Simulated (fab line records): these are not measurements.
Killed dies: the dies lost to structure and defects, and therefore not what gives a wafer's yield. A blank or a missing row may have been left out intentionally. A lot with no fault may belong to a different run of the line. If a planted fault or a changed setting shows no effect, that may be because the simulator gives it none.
One fault seen from 2 desks :: flow sky130 :: what lay behind the numbers comes last; until then each desk has only its own

== THE METROLOGY DESK ==
What the gauges read, lot by lot, whatever tool the lot ran on: means of the sampled wafers that have a number. Marked OUT: a lot whose mean sits more than 4 standard deviations from the usual mean, which makes it out of limits; the brackets give that distance.
Columns: A = FIELD_ISO_CVD_24_THK at SKY_FIELD_ISO_THK_MEAS_25, usual 593 nm; B = NWELL_01_OVL at SKY_NWELL_OVL_MEAS_23, usual -0.8 nm
lot: L561
first seen here: day 2 12:17
A: 595
B: 0.2

lot: L562
first seen here: day 2 18:39
A: 591
B: -2.5

lot: L563
first seen here: day 3 01:04
A: 592
B: -1.2

lot: L566
first seen here: day 3 12:56
A: 587
B: -0.7

lot: L568
first seen here: day 4 05:56
A: 588
B: -1.2

lot: L571
first seen here: day 4 17:21
A: 595
B: 1.0

lot: L572
first seen here: day 4 20:39
A: 593
B: -2.7

lot: L574
first seen here: day 5 07:12
A: 583
B: -1.3

lot: L578
first seen here: day 6 04:05
A: 598
B: -0.8

lot: L579
first seen here: day 6 10:48
A: 592
B: -0.8

lot: L581
first seen here: day 6 23:05
A: 598
B: -2.3

lot: L583
first seen here: day 7 07:59
A: 590
B: 0.2
Finding of this desk: none of the 12 lots has anything out of limits.

== TOOL OWNER'S DESK, rie-diel-04 ==
The tool's own readings at SKY_FIELD_ISO_ETCH_14 (etches BARC in N2/H2, stops on SiO2, time 45.9 s, target depth 60 nm): means of the sampled wafers that have a number, for each lot that ran on this tool. Marked OUT: a lot whose mean sits more than 4 standard deviations from the usual mean, which makes it out of limits; the brackets give that distance.
Columns: A = bias-w at SKY_FIELD_ISO_ETCH_14, usual 100.03 W; B = drypump-motor-current-A at SKY_FIELD_ISO_ETCH_14, usual 5.7 A; C = oes-product-au at SKY_FIELD_ISO_ETCH_14, usual 0.851 a.u.; D = throttle-valve-pct at SKY_FIELD_ISO_ETCH_14, usual 13.225 %
lot: L566
first seen here: day 3 11:05
A: 100.32
B: 6.0
C: 0.857
D: 13.217

lot: L568
first seen here: day 4 03:37
A: 99.98
B: 6.1
C: 0.852
D: 13.224

lot: L571
first seen here: day 4 14:14
A: 110.03 (+37) OUT
B: 6.3
C: 0.852
D: 13.225

lot: L572
first seen here: day 4 18:46
A: 109.90 (+37) OUT
B: 6.2
C: 0.849
D: 13.233
Finding of this desk: L571, L572 out of limits; the first was L571 at day 4 14:14, on bias-w at SKY_FIELD_ISO_ETCH_14. L566, L568: within limits.

== TAKEN TOGETHER ==
On L571, L572, at day 4 14:14, an alarm was possible from the tool owner's desk.
At the metrology desk, nothing out of limits was observed.
The metrology desk has L571, L572 on record, within its limits.
All the named lots went through SKY_FIELD_ISO_ETCH_14 on rie-diel-04.

== WHAT WAS PUT IN BY THE SIMULATOR ==
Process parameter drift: rie-diel-04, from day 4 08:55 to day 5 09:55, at SKY_FIELD_ISO_ETCH_14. From 100, the setting bias-w moved by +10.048. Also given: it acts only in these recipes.
Lots struck among those shown: L571, L572.
Hours from the fault's start to each desk's first reading out of limits: the tool owner's desk, 5.
